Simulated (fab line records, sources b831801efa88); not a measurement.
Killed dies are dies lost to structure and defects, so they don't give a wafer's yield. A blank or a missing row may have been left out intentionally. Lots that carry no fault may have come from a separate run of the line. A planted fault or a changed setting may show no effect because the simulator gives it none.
fab line records | flow sky130
[record] lots = 6 | wafers = 18 | last-day = 50
route steps=708 shown METAL3@569 VIA3@573 PAD_OPEN@708
lots that met no fault: taken from a fault-free run of the same line
start-h: hours from the record's opening day to when the first of the lot's shown wafers began | wait-h: hours elapsed since this lot's preceding step | " same as the row above | L1.1+2: one row covering several wafers at once | - no value present, or no start provided | * or withheld: withheld | < > ~ a bound
route shown NAME@n: names a module that has steps shown in the file, with the first one's number in the route | usual: mean and standard deviation over wafers with no fault | same: alike in all rows | chamber/n: place in a boat | sites: the reading at each site | _std_site: the standard deviation of these | _edge_site: inner sites' mean taken away from outer sites' mean | radius-mm: how far each site lies from the wafer's centre | mask NAME#n: copy n | behind: tool/chamber where the wafer was last shaped | hold: reason for holding the lot/hours on hold/outcome of the hold | device: which transistor (n, p or np) failed to switch | end of line: at the end of the route, the tests of the same wafers | for a step that has no rows: nothing shown but its recipe | killed: not the wafer's yield, but the dies lost to structure and defects at the first sort | map: shows each die of a wafer: x if killed, . if not, _ if none is there
set.NAME: setting as actually run; set.NAME@STEP: the setting as run at that earlier step | model.NAME: the simulator's own value behind a step, which no gauge read
lots at selected steps of the route; one table per step, one row per wafer
services: from which hour (start-h, from the record's first day; less than 0 if before it) a tool's chamber was out of use, for how many hours, and why
[[steps]]
[step SKY_METAL3_STRIP_19]
[recipe] chemistry = O2/N2 | power-w = 1400 | pressure-mtorr = 1500 | platen-temp-c = withheld | o2-flow-sccm = 3000 | n2-flow-sccm = 300 | overash-fraction = 0.5
[usual] drypump-motor-current-A = 5.7/0.31 | o2-flow-sccm = 3002/8.1 | oes-product-au = 0.502/0.0052 | strip-time-to-endpoint-s = 6.52/0.085
lot.wafer | tool            | chamber | start-h | wait-h | drypump-motor-current-A | o2-flow-sccm | oes-product-au | rf-hours-counter-h | strip-time-to-endpoint-s
L673.4    | plasma-asher-01 | 0       | 928.96  | 0.1    | 5.9                     | 2990         | 0.514          | -                  | 6.58
L673.5    | "               | 0       | "       | "      | 5.9                     | 2998         | 0.501          | -                  | 6.58
L673.6    | "               | 1       | "       | "      | 5.2                     | 2994         | 0.492          | -                  | 6.39
L676.1    | plasma-asher-03 | 1       | 944.25  | 0.1    | 5.7                     | 3008         | 0.503          | 110                | 6.46
L676.4    | "               | 0       | "       | "      | 5.7                     | 3021         | 0.505          | -                  | 6.65
L676.5    | "               | 0       | "       | "      | 5.7                     | 3010         | 0.503          | -                  | 6.59
L680.1    | plasma-asher-04 | 1       | 975.30  | 0.1    | 5.4                     | 3009         | 0.494          | 21                 | 6.36
L680.2    | "               | 0       | "       | "      | 6.1                     | 2990         | 0.503          | 21                 | 6.58
L680.3    | "               | 0       | "       | "      | 6.1                     | 3000         | 0.495          | -                  | 6.41
L688.1    | plasma-asher-04 | 0       | 1029.75 | 0.1    | 6.0                     | 3000         | 0.511          | 27                 | 6.68
L688.2    | "               | 1       | "       | "      | 5.4                     | 3003         | 0.507          | 27                 | 6.48
L688.6    | "               | 1       | "       | "      | 5.4                     | 3005         | 0.495          | -                  | 6.45
L691.1    | plasma-asher-03 | 1       | 1052.90 | 0.1    | 5.7                     | 2986         | 0.502          | 120                | 6.45
L691.3    | "               | 1       | "       | "      | 5.7                     | 3007         | 0.501          | -                  | 6.39
L691.6    | "               | 1       | "       | "      | 5.7                     | 3004         | 0.494          | -                  | 6.42
L692.1    | plasma-asher-04 | 0       | 1056.09 | 0.1    | 6.1                     | 2994         | 0.502          | 30                 | 6.50
L692.2    | "               | 1       | "       | "      | 5.4                     | 3004         | 0.499          | 30                 | 6.47
L692.3    | "               | 0       | "       | "      | 6.0                     | 2995         | 0.500          | -                  | 6.40
[step SKY_METAL3_STRIP_20]
[recipe] chemistry = post-etch-residue-remover | time-s = 1200 | temp-c = 72.5
[step SKY_METAL3_CLEAN_21]
[recipe] chemistry = IPA | time-s = 180 | temp-c = 25
[step SKY_METAL3_CLEAN_22]
[recipe] chemistry = O3/DIW | dry = n2-spin
[step SKY_VIA3_HDPCVD_00]
[recipe] material = SiO2 | target-thk-nm = 1635 | sigma-open-frac = 0.3 | time-s = 272.5 | temp-c = 400 | sih4-flow-sccm = 60 | pressure-mtorr = 6
[step SKY_VIA3_THK_MEAS_01]
[recipe] reads = SiO2_of_VIA3_HDPCVD_00
[usual] VIA3_HDPCVD_THK = 1627/20
lot.wafer | tool          | chamber | start-h | wait-h | VIA3_HDPCVD_THK[nm]
L673.4    | film-metro-02 | -       | 929.72  | 0.0    | 1620
L673.5    | "             | -       | "       | "      | 1609
L673.6    | "             | -       | "       | "      | 1623
L676.1    | film-metro-03 | -       | 945.01  | 0.1    | 1593
L676.4    | "             | -       | "       | "      | 1605
L676.5    | "             | -       | "       | "      | 1622
L680.1    | film-metro-03 | -       | 976.19  | 0.1    | 1622
L680.2    | "             | -       | "       | "      | 1612
L680.3    | "             | -       | "       | "      | 1613
L688.1    | film-metro-01 | -       | 1030.51 | 0.1    | 1646
L688.2    | "             | -       | "       | "      | 1623
L688.6    | "             | -       | "       | "      | 1634
L691.1    | film-metro-03 | -       | 1053.65 | 0.1    | 1646
L691.3    | "             | -       | "       | "      | 1657
L691.6    | "             | -       | "       | "      | 1612
L692.1    | film-metro-01 | -       | 1056.86 | 0.1    | 1628
L692.2    | "             | -       | "       | "      | 1629
L692.3    | "             | -       | "       | "      | 1644
[step SKY_VIA3_CMP_02]
[recipe] material = SiO2 | down-force-psi = 4 | platen-rpm = 60 | pad-velocity-m-s = 0.94248
[usual] motor-current-A = 12.8/1
lot.wafer | tool   | chamber | start-h | wait-h | motor-current-A
L673.4    | cmp-01 | 0       | 929.85  | 0.1    | 14.2
L673.5    | "      | 2       | "       | "      | 11.3
L673.6    | "      | 3       | "       | "      | 13.0
L676.1    | cmp-02 | 0       | 945.07  | 0.1    | 12.6
L676.4    | "      | 2       | "       | "      | 11.3
L676.5    | "      | 1       | "       | "      | 13.4
L680.1    | cmp-01 | 3       | 976.80  | 0.6    | 13.4
L680.2    | "      | 1       | "       | "      | 14.3
L680.3    | "      | 2       | "       | "      | 10.8
L688.1    | cmp-02 | 0       | 1030.67 | 0.2    | 12.5
L688.2    | "      | 2       | "       | "      | 11.3
L688.6    | "      | 0       | "       | "      | 13.0
L691.3    | cmp-02 | 3       | 1053.76 | 0.1    | 12.3
L691.1    | "      | 1       | "       | "      | 13.6
L691.6    | "      | 2       | "       | "      | 11.8
L692.3    | cmp-01 | 3       | 1056.92 | 0.0    | 12.8
L692.2    | "      | 1       | "       | "      | 13.5
L692.1    | "      | 2       | "       | "      | 11.1
[step SKY_VIA3_BOW_MEAS_03]
[recipe] mode = bow
[usual] VIA3_BOW = 81/7.7
lot.wafer | tool          | chamber | start-h | wait-h | VIA3_BOW[um]
L673.4    | film-metro-02 | -       | 930.11  | 0.2    | 73
L673.5    | "             | -       | "       | "      | 79
L673.6    | "             | -       | "       | "      | 80
L676.1    | film-metro-02 | -       | 945.37  | 0.2    | 77
L676.4    | "             | -       | "       | "      | 79
L676.5    | "             | -       | "       | "      | 84
L680.1    | film-metro-02 | -       | 977.10  | 0.2    | 64
L680.2    | "             | -       | "       | "      | 69
L680.3    | "             | -       | "       | "      | 69
L688.1    | film-metro-02 | -       | 1030.93 | 0.2    | 84
L688.2    | "             | -       | "       | "      | 78
L688.6    | "             | -       | "       | "      | 88
L691.1    | film-metro-02 | -       | 1054.01 | 0.1    | 76
L691.3    | "             | -       | "       | "      | 78
L691.6    | "             | -       | "       | "      | 69
L692.1    | film-metro-02 | -       | 1057.22 | 0.1    | 83
L692.2    | "             | -       | "       | "      | 84
L692.3    | "             | -       | "       | "      | 84
[step SKY_VIA3_DEHYDRATE_04]
[recipe] temp-c = 200 | time-s = 60
[step SKY_VIA3_HMDS_05]
[recipe] prime-time-s = 60 | prime-temp-c = 120
[step SKY_VIA3_COAT_06]
[recipe] resist = BARC | temp-c = withheld | time-s = withheld | spin-rpm = 3000 | resist-thk-nm = 60
[step SKY_VIA3_COAT_07]
[recipe] resist = KrF-thick | spin-rpm = 3000 | resist-thk-nm = 450
[step SKY_VIA3_SOFTBAKE_08]
[recipe] temp-c = 100 | time-s = 90 | resist = KrF-thick
[usual] heater-power-total-W = 57.36/0.11 | plate-temp-C = 100.01/0.14
lot.wafer | tool           | chamber | start-h | wait-h | heater-power-total-W | plate-temp-C | model.KrF-thick_of_VIA3_COAT_07.thk-nm
L673.4    | litho-track-03 | 0       | 942     | -      | 57.57                | 99.95        | 450.6
L673.5    | "              | 0       | "       | "      | 57.48                | 100.00       | 451.6
L673.6    | "              | 0       | "       | "      | 57.45                | 99.88        | 450.5
L676.1    | litho-track-03 | 0       | 956     | -      | 62.05                | 105.46       | 447
L676.4    | "              | 0       | "       | "      | 61.83                | 105.64       | 444.7
L676.5    | "              | 0       | 957     | -      | 62.03                | 105.64       | 446
L680.1    | litho-track-03 | 0       | 988     | -      | 61.75                | 105.35       | 445.6
L680.2    | "              | 0       | "       | "      | 61.83                | 105.37       | 445.3
L680.3    | "              | 0       | "       | "      | 61.78                | 105.55       | 446
L688.1    | litho-track-04 | 0       | 1042    | -      | 57.25                | 99.91        | 449.6
L688.2    | "              | 0       | "       | "      | 57.29                | 99.91        | 449.6
L688.6    | "              | 0       | "       | "      | 57.39                | 100.06       | 450.6
L691.1    | litho-track-04 | 0       | 1064    | -      | 57.39                | 99.99        | 449.8
L691.3    | "              | 0       | "       | "      | 57.15                | 99.93        | 448.7
L691.6    | "              | 0       | "       | "      | 57.38                | 99.79        | 449.7
L692.1    | litho-track-04 | 0       | 1069    | -      | 57.37                | 100.18       | 447.6
L692.2    | "              | 0       | "       | "      | 57.34                | 100.37       | 447.5
L692.3    | "              | 0       | "       | "      | 57.58                | 100.21       | 445.9
[step SKY_VIA3_EXPOSE_09]
[recipe] mask-id = VIM3 | na = 0.8 | source-shape = annular | sigma-inner = 0.55 | sigma-outer = 0.85 | target-cd-nm = 200 | dose-mj = 38
[step SKY_VIA3_PEB_10]
[recipe] peb-temp-c = withheld | peb-time-s = withheld | resist = KrF-thick
[step SKY_VIA3_DEVELOP_11]
[recipe] develop-time-s = 60 | resist = KrF-thick | dev-temp-c = 21
[step SKY_VIA3_CD_MEAS_12]
[recipe] target-cd-nm = 200
[usual] cd-nm = 200.0/1.5
lot.wafer | tool      | chamber | start-h | wait-h | cd-nm
L673.4    | cd-sem-02 | -       | 954.37  | -      | 195.9
L673.5    | "         | -       | "       | "      | 196.3
L673.6    | "         | -       | "       | "      | 197.2
L676.1    | cd-sem-02 | -       | 969.75  | -      | 201.4
L676.4    | "         | -       | "       | "      | 202.2
L676.5    | "         | -       | "       | "      | 202.6
L680.1    | cd-sem-01 | -       | 1000.80 | -      | 202.7
L680.2    | "         | -       | "       | "      | 203.9
L680.3    | "         | -       | "       | "      | 202.9
L688.1    | cd-sem-01 | -       | 1053.30 | -      | 197.9
L688.2    | "         | -       | "       | "      | 198.0
L688.6    | "         | -       | "       | "      | 199.0
L691.1    | cd-sem-02 | -       | 1076.11 | -      | 199.7
L691.3    | "         | -       | "       | "      | 200.4
L691.6    | "         | -       | "       | "      | 199.9
L692.1    | cd-sem-02 | -       | 1079.10 | -      | 200.0
L692.2    | "         | -       | "       | "      | 201.1
L692.3    | "         | -       | "       | "      | 200.7
[step SKY_VIA3_OVL_MEAS_13]
[usual] VIA3_OVL = -2/5.5
lot.wafer | tool       | chamber | start-h | wait-h | VIA3_OVL[nm]
L673.4    | overlay-01 | -       | 954.45  | 0.1    | 7
L673.5    | "          | -       | "       | "      | 1
L673.6    | "          | -       | "       | "      | 5
L676.1    | overlay-02 | -       | 969.87  | 0.1    | 4
L676.4    | "          | -       | "       | "      | -5
L676.5    | "          | -       | "       | "      | 0
L680.1    | overlay-02 | -       | 1000.92 | 0.1    | -3
L680.2    | "          | -       | "       | "      | 1
L680.3    | "          | -       | "       | "      | -5
L688.1    | overlay-02 | -       | 1053.42 | 0.1    | -4
L688.2    | "          | -       | "       | "      | 0
L688.6    | "          | -       | "       | "      | 0
L691.1    | overlay-02 | -       | 1076.23 | 0.1    | -7
L691.3    | "          | -       | "       | "      | -8
L691.6    | "          | -       | "       | "      | -8
L692.1    | overlay-02 | -       | 1079.22 | 0.1    | -9
L692.2    | "          | -       | "       | "      | 5
L692.3    | "          | -       | "       | "      | -4
[step SKY_VIA3_ETCH_14]
[recipe] chemistry = N2/H2 | target = BARC | ion-energy-ev = 200 | source-w = 500 | bias-w = 100 | pressure-mtorr = 30 | n2-flow-sccm = 100 | h2-flow-sccm = 200 | stop-on = SiO2 | time-s = 45.9 | target-depth-a = 600
[usual] drypump-motor-current-A = 5.7/0.44 | oes-product-au = 0.854/0.0047 | throttle-valve-pct = 13.224/0.0086
lot.wafer | tool        | chamber | start-h | wait-h | drypump-motor-current-A | oes-product-au | rf-hours-counter-h | throttle-valve-pct | model.KrF-thick_of_VIA3_COAT_07.thk-nm | model.VIA3.cd-nm
L673.4    | rie-diel-04 | 0       | 954.47  | 0.0    | 6.1                     | 0.853          | 8                  | 13.227             | 392.9                                  | 196.7
L673.5    | "           | 1       | "       | "      | 5.8                     | 0.863          | -                  | 13.217             | 392.5                                  | 195.1
L673.6    | "           | 2       | "       | "      | 5.2                     | 0.856          | -                  | 13.218             | 394.3                                  | 195.7
L676.1    | rie-diel-03 | 2       | 969.90  | 0.0    | 6.2                     | 0.863          | 8                  | 13.232             | 389.6                                  | 201.4
L676.4    | "           | 3       | "       | "      | 6.1                     | 0.857          | 5                  | 13.230             | 386.6                                  | 200.2
L676.5    | "           | 0       | "       | "      | 5.1                     | 0.852          | -                  | 13.221             | 387.7                                  | 203.2
L680.1    | rie-diel-03 | 2       | 1000.95 | 0.0    | 6.2                     | 0.855          | 9                  | 13.228             | 387.9                                  | 203.4
L680.2    | "           | 1       | "       | "      | 6.1                     | 0.853          | 19                 | 13.220             | 386.8                                  | 203.8
L680.3    | "           | 0       | "       | "      | 5.1                     | 0.851          | 5                  | 13.226             | 388                                    | 203.7
L688.1    | rie-diel-04 | 2       | 1053.45 | 0.0    | 5.2                     | 0.856          | 5                  | 13.216             | 393.9                                  | 197.2
L688.2    | "           | 0       | "       | "      | 6.0                     | 0.855          | 11                 | 13.215             | 392.5                                  | 198.6
L688.6    | "           | 0       | "       | "      | 6.0                     | 0.861          | -                  | 13.213             | 393.4                                  | 199.6
L691.1    | rie-diel-03 | 3       | 1076.27 | 0.0    | 6.1                     | 0.860          | 9                  | 13.225             | 391                                    | 198.7
L691.3    | "           | 0       | "       | "      | 5.1                     | 0.854          | 7                  | 13.222             | 390.4                                  | 201.7
L691.6    | "           | 2       | "       | "      | 6.2                     | 0.863          | -                  | 13.219             | 392.2                                  | 199.5
L692.1    | rie-diel-02 | 3       | 1079.25 | 0.0    | 6.2                     | 0.847          | 16                 | 13.211             | 392                                    | 199.8
L692.2    | "           | 2       | "       | "      | 5.2                     | 0.854          | 14                 | 13.224             | 390.4                                  | 201.2
L692.3    | "           | 1       | "       | "      | 5.8                     | 0.852          | 26                 | 13.216             | 387.4                                  | 201.4
[step SKY_VIA3_ETCH_15]
[recipe] target = SiO2 | chemistry = C4F8/O2/Ar | target-depth-nm = 507 | stop-on = TiN | mask-material = KrF-thick | source-w = 1500 | bias-w = 1200 | pressure-mtorr = 40 | c4f8-flow-sccm = withheld | O2_flow_sccm = 6 | Ar_flow_sccm = 300 | time-s = 78
[usual] oes-product-au = 0.946/0.0048
lot.wafer | tool        | chamber | start-h | wait-h | oes-product-au | rf-hours-counter-h
L673.4    | rie-diel-04 | 0       | 954.51  | 0.0    | 0.946          | 8
L673.5    | "           | 1       | "       | "      | 0.942          | -
L673.6    | "           | 2       | "       | "      | 0.945          | -
L676.1    | rie-diel-03 | 2       | 969.94  | 0.0    | 0.943          | 8
L676.4    | "           | 3       | "       | "      | 0.950          | 5
L676.5    | "           | 0       | "       | "      | 0.950          | -
L680.1    | rie-diel-03 | 2       | 1000.99 | 0.0    | 0.959          | 9
L680.2    | "           | 1       | "       | "      | 0.943          | 19
L680.3    | "           | 0       | "       | "      | 0.939          | 5
L688.1    | rie-diel-04 | 2       | 1053.49 | 0.0    | 0.941          | 5
L688.2    | "           | 0       | "       | "      | 0.936          | 11
L688.6    | "           | 0       | "       | "      | 0.942          | -
L691.1    | rie-diel-03 | 3       | 1076.31 | 0.0    | 0.950          | 9
L691.3    | "           | 0       | "       | "      | 0.952          | 7
L691.6    | "           | 2       | "       | "      | 0.945          | -
L692.1    | rie-diel-02 | 3       | 1079.29 | 0.0    | 0.953          | 16
L692.2    | "           | 2       | "       | "      | 0.949          | 14
L692.3    | "           | 1       | "       | "      | 0.946          | 26
[step SKY_PAD_OPEN_PROBE_99]
[usual] defect-limited-yield = 82.4/1.9 | killed_at_M0_to_M3 = 44/6.5 | killed_at_M4_up = 2.9/1.7 | killed-at-contacts = 24/5.7 | killed-at-front-end = 16/4.4 | killed-at-other = 0.2/0.48 | killed-dies = 87/9.6 | killed-open = 48/6.7 | killed-short = 38/6.2
[same] gross-dies = 492 | killed-at-back-side = 0
lot.wafer | tool      | chamber | start-h | wait-h | defect-limited-yield[%] | killed_at_M0_to_M3 | killed_at_M4_up | killed-at-contacts | killed-at-front-end | killed-at-other | killed-dies | killed-open | killed-short
L673.4    | prober-02 | -       | 1100.71 | 0.2    | 81.5                    | 47                 | 4               | 24                 | 16                  | 0               | 91          | 51          | 40
L673.5    | prober-02 | -       | 1100.76 | 0.2    | 79.3                    | 53                 | 2               | 21                 | 24                  | 2               | 102         | 56          | 44
L673.6    | prober-02 | -       | 1100.81 | 0.2    | 80.5                    | 43                 | 5               | 27                 | 21                  | 0               | 96          | 53          | 43
L676.1    | prober-01 | -       | 1111.97 | 0.1    | 80.5                    | 45                 | 3               | 29                 | 18                  | 1               | 96          | 53          | 43
L676.4    | prober-01 | -       | 1112.12 | 0.2    | 81.9                    | 50                 | 0               | 25                 | 14                  | 0               | 89          | 49          | 40
L676.5    | prober-01 | -       | 1112.17 | 0.2    | 81.7                    | 42                 | 5               | 23                 | 19                  | 1               | 90          | 46          | 43
L680.3    | prober-02 | -       | 1139.88 | 0.2    | 83.9                    | 42                 | 2               | 22                 | 13                  | 0               | 79          | 52          | 27
L691.1    | prober-02 | -       | 1198.14 | 0.1    | 82.9                    | 47                 | 0               | 21                 | 16                  | 0               | 84          | 49          | 35
L691.3    | prober-02 | -       | 1198.24 | 0.2    | 82.1                    | 44                 | 5               | 24                 | 15                  | 0               | 88          | 45          | 41
L691.6    | prober-02 | -       | 1198.39 | 0.2    | 82.7                    | 44                 | 3               | 22                 | 16                  | 0               | 85          | 47          | 38
// killed by level:class
L673.4 VIA1:geometric-particle:open=8 VIA2:geometric-particle:open=8 CONTACT:geometric-particle:open=7 LI_CONTACT:geometric-particle:open=5 LOCAL_INTERCONNECT:geometric-particle:short=5 METAL2:geometric-particle:short=5 VIA3:geometric-particle:open=5 FIELD_ISO:geometric-particle:short=4
L673.5 VIA2:geometric-particle:open=12 METAL1:geometric-particle:short=7 VIA1:geometric-particle:open=7 FIELD_ISO:geometric-particle:open=6 POLY_GATE:geometric-particle:open=6 LI_CONTACT:geometric-particle:open=6 FIELD_ISO:geometric-particle:short=5 POLY_GATE:geometric-particle:short=5
L673.6 VIA2:geometric-particle:open=14 LI_CONTACT:geometric-particle:open=8 FIELD_ISO:geometric-particle:short=7 CONTACT:geometric-particle:open=7 LOCAL_INTERCONNECT:geometric-particle:short=7 METAL2:geometric-particle:short=7 POLY_GATE:geometric-particle:open=5 VIA1:geometric-particle:open=5
L676.1 VIA1:geometric-particle:open=14 CONTACT:geometric-particle:open=11 LOCAL_INTERCONNECT:geometric-particle:short=8 METAL1:geometric-particle:short=7 LI_CONTACT:geometric-particle:open=6 METAL2:geometric-particle:short=6 VIA2:geometric-particle:open=5 FIELD_ISO:geometric-particle:open=4
L676.4 METAL1:geometric-particle:short=10 CONTACT:geometric-particle:open=10 VIA1:geometric-particle:open=10 LI_CONTACT:geometric-particle:open=6 VIA2:geometric-particle:open=6 CONTACT:geometric-particle:short=6 VIA1:geometric-particle:short=6 VIA3:geometric-particle:open=6
L676.5 CONTACT:geometric-particle:open=8 METAL2:geometric-particle:short=7 VIA2:geometric-particle:open=7 LI_CONTACT:geometric-particle:open=6 FIELD_ISO:geometric-particle:short=5 METAL1:geometric-particle:short=5 POLY_GATE:geometric-particle:open=5 VIA1:geometric-particle:short=5
L680.3 CONTACT:geometric-particle:open=13 VIA1:geometric-particle:open=10 VIA2:geometric-particle:open=8 FIELD_ISO:geometric-particle:open=7 VIA3:geometric-particle:open=6 VIA1:geometric-particle:short=5 VIA3:geometric-particle:short=4 FIELD_ISO:geometric-particle:short=3
L691.1 VIA1:geometric-particle:open=12 CONTACT:geometric-particle:open=9 LI_CONTACT:geometric-particle:open=6 METAL1:geometric-particle:short=6 VIA3:geometric-particle:open=6 FIELD_ISO:geometric-particle:short=5 VIA2:geometric-particle:open=5 METAL2:geometric-particle:short=5
L691.3 VIA1:geometric-particle:open=9 CONTACT:geometric-particle:open=8 METAL2:geometric-particle:short=8 LI_CONTACT:geometric-particle:open=6 VIA1:geometric-particle:short=6 POLY_GATE:geometric-particle:short=5 VIA3:geometric-particle:open=5 CONTACT:geometric-particle:short=5
L691.6 VIA1:geometric-particle:open=10 VIA3:geometric-particle:open=10 CONTACT:geometric-particle:open=9 POLY_GATE:geometric-particle:short=6 METAL1:geometric-particle:short=6 LOCAL_INTERCONNECT:geometric-particle:short=5 METAL3:geometric-particle:short=5 VIA2:geometric-particle:open=5
[[services]]
tool            | chamber | start-h | hours | kind
rie-diel-04     | 2       | 918.90  | 34.7  | repair
cmp-02          | -       | 924.73  | 4.0   | pm
cmp-02          | -       | 928.73  | -     | consumable-replace:conditioner
rie-diel-02     | 1       | 940.50  | 1.5   | repair
rie-diel-03     | 1       | 940.67  | 9.6   | repair
cmp-01          | -       | 951.59  | 1.4   | repair
rie-diel-02     | 2       | 955.41  | 14.9  | repair
rie-diel-02     | 0       | 960.20  | 2.0   | repair
cmp-02          | -       | 973.67  | 5.3   | pm
cmp-02          | -       | 986.96  | 0.8   | repair
cmp-01          | -       | 1004.30 | 2.5   | repair
rie-diel-02     | 0       | 1006.15 | 2.0   | repair
plasma-asher-01 | -       | 1016.27 | 2.8   | pm
cmp-01          | -       | 1016.91 | 0.5   | repair
rie-diel-03     | 0       | 1019.79 | 7.0   | repair
plasma-asher-03 | -       | 1025.79 | 4.3   | pm
cmp-01          | -       | 1035.03 | 6.0   | pm
cmp-01          | -       | 1042.83 | 1.2   | repair
cmp-01          | -       | 1046.64 | 0.9   | repair
plasma-asher-03 | -       | 1055.25 | 9.0   | pm
plasma-asher-01 | -       | 1058.93 | 2.5   | repair
plasma-asher-01 | -       | 1059.59 | 0.4   | repair
plasma-asher-03 | -       | 1072.94 | 1.0   | repair
plasma-asher-01 | -       | 1077.17 | 0.3   | repair
[[key]]
[first-sign] step = SKY_VIA3_SOFTBAKE_08 | reading = heater-power-total-W | direction = up | sigmas = 39 | usual = * | struck = *
[effect] step = SKY_VIA3_SOFTBAKE_08 | reading = plate-temp-C | direction = up | sigmas = 39 | usual = * | struck = *
[effect] step = SKY_VIA3_CD_MEAS_12 | reading = cd-nm | direction = up | sigmas = 1.7 | usual = 200.0 | struck = 202.6
[model-effect] step = SKY_VIA3_SOFTBAKE_08 | value = KrF-thick_of_VIA3_COAT_07.thk-nm | without = 449.2 | struck = 445.8
[model-effect] step = SKY_VIA3_ETCH_14 | value = KrF-thick_of_VIA3_COAT_07.thk-nm | without = 391.1 | struck = 387.8
met-at SKY_VIA3_SOFTBAKE_08
struck-wafers L676.1,L676.4,L676.5,L680.1,L680.2,L680.3
[fault] kind = process-parameter-drift | tool = litho-track-03 | chamber = - | onset-h = 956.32 | steps = SKY_VIA3_SOFTBAKE_08 | channel = temp-c | offset = * | shape = step | end-h = 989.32 | acts-in = * | stated = *
